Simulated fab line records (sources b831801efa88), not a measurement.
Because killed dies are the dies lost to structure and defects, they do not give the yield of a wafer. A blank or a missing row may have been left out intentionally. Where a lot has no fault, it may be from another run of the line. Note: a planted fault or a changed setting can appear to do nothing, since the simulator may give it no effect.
What tool caused it?	flow gf180mcu	13 lots with 39 wafers sampled at 3 steps, on a route of 602 steps

== WHAT THE GAUGES READ, wafer by wafer ==
GF_V1_OVL_MEAS_15. Usual: V1_OVL typically reads 2 nm, with standard deviation 5.6.
lot	measured	on	V1_OVL (nm)	flag
L203	day 18 03:24	overlay-01	-4 -9 -12	
L204	day 18 07:45	overlay-01	-4 -7 -8	
L205	day 18 13:49	overlay-02	3 1 -5	
L206	day 19 06:16	overlay-01	0 -4 3	
L207	day 19 18:42	overlay-02	0 -5 6	
L208	day 20 01:53	overlay-01	2 10 12	
L209	day 20 07:20	overlay-01	7 4 3	
L210	day 21 06:05	overlay-02	2 5 0	
L215	day 22 17:11	overlay-01	-5 5 -2	
L216	day 23 00:58	overlay-02	10 6 6	
L220	day 24 08:41	overlay-01	8 -8 5	
L225	day 26 00:22	overlay-02	-2 -4 -2	
L226	day 26 05:38	overlay-02	-3 -1 -3	

== WHAT TOOL EACH LOT RAN ON (gives the tool, then ch and the chambers of the sampled wafers, and finally the start) ==
lot	GF_STI_WET_ETCH_27	GF_CONTACT_SPUTTER_23
L203	wetBench-04 ch 3, day 2 06:52	pvdSputter-04, day 16 03:12
L204	wetBench-01 ch 2, day 2 09:23	pvdSputter-02, day 16 08:32
L205	wetBench-04 ch 0, day 2 13:35	pvdSputter-01, day 16 12:37
L206	wetBench-04 ch 0, day 2 20:16	pvdSputter-02, day 17 04:01
L207	wetBench-01 ch 0, day 3 02:20	pvdSputter-02, day 17 16:26
L208	wetBench-03 ch 3, day 3 09:01	pvdSputter-01, day 17 23:37
L209	wetBench-03 ch 1, day 3 11:31	pvdSputter-04, day 18 04:33
L210	wetBench-01 ch 3, day 3 19:26	pvdSputter-01, day 18 20:17
L215	wetBench-03 ch 1, day 4 17:49	pvdSputter-02, day 20 14:56
L216	wetBench-01 ch 2, day 4 23:15	pvdSputter-01, day 21 00:01
L220	wetBench-04 ch 2, day 5 20:34	pvdSputter-04, day 22 08:53
L225	wetBench-03 ch 0, day 7 01:02	pvdSputter-01, day 24 03:02
L226	wetBench-04 ch 3, day 7 07:18	pvdSputter-02, day 24 09:23
- GF_STI_WET_ETCH_27: etches Si3N4 in H3PO4, target depth 160 nm, time 1825 s.
- GF_CONTACT_SPUTTER_23: material TiN, target thk 10 nm, time 40 s.

== WHAT THE TOOLS THEMSELVES READ (means of the sampled wafers that have a number; where no wafer has one, the mark that the record gives instead) ==
GF_STI_WET_ETCH_27. Usual: runLengthS reads 1854 s (standard deviation 3.6).
lot	tool	runLengthS (s)	flag
L203	wetBench-04	1852	
L204	wetBench-01	1850	
L205	wetBench-04	1850	
L206	wetBench-04	1850	
L207	wetBench-01	1852	
L208	wetBench-03	1851	
L209	wetBench-03	1850	
L210	wetBench-01	1851	
L215	wetBench-03	1850	
L216	wetBench-01	1724	OFF
L220	wetBench-04	1859	
L225	wetBench-03	1858	
L226	wetBench-04	1859	

GF_CONTACT_SPUTTER_23. Usual: throttleValvePct reads 29.8 % (standard deviation 1).
lot	tool	throttleValvePct (%)	flag
L203	pvdSputter-04	30.5	
L204	pvdSputter-02	30.1	
L205	pvdSputter-01	29.2	
L206	pvdSputter-02	30.5	
L207	pvdSputter-02	29.7	
L208	pvdSputter-01	29.3	
L209	pvdSputter-04	30.4	
L210	pvdSputter-01	29.0	
L215	pvdSputter-02	30.2	
L216	pvdSputter-01	28.7	
L220	pvdSputter-04	30.9	
L225	pvdSputter-01	28.4	
L226	pvdSputter-02	30.3	

== THE ANSWER, worked out from the rows above alone ==
Rule: lot off if the mean of its wafers having a number is beyond 3 standard deviations from the usual mean. Also off: a lot with no number at a reading for which 4 or more lots have one. The other lots that the step has rows for count as sound. The gauges are gone through in route order, then the tools' own readings, and for those a lot's mean is taken as printed above. At the first step where some lot is off, the reading lying furthest off is the one used; lots without a number count as furthest.
Off: L216, at GF_STI_WET_ETCH_27 (runLengthS).
If a tool, at that step or one of the process steps before it, ran each lot that is off and ran no sound lot following the first of them, it fits. One fits: GF_STI_WET_ETCH_27 on wetBench-01. A fault onset in the window from L210 (day 3 19:26, its last sound lot) to L216 (day 4 23:15, its first lot off) fits.
On the lots that are off, the tool's own readings at GF_STI_WET_ETCH_27 differ by more than 5 times the standard deviation of the sound lots' means, which bears it out; runLengthS reads 1724 s there versus 1853 s on the sound lots.

== WHAT HAD BEEN PUT IN BY THE SIMULATOR ==
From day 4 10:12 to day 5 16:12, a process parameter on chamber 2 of wetBench-01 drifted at GF_STI_WET_ETCH_27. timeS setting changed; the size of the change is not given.
Shown lots that were struck: L216. This agrees with what the rule above found.
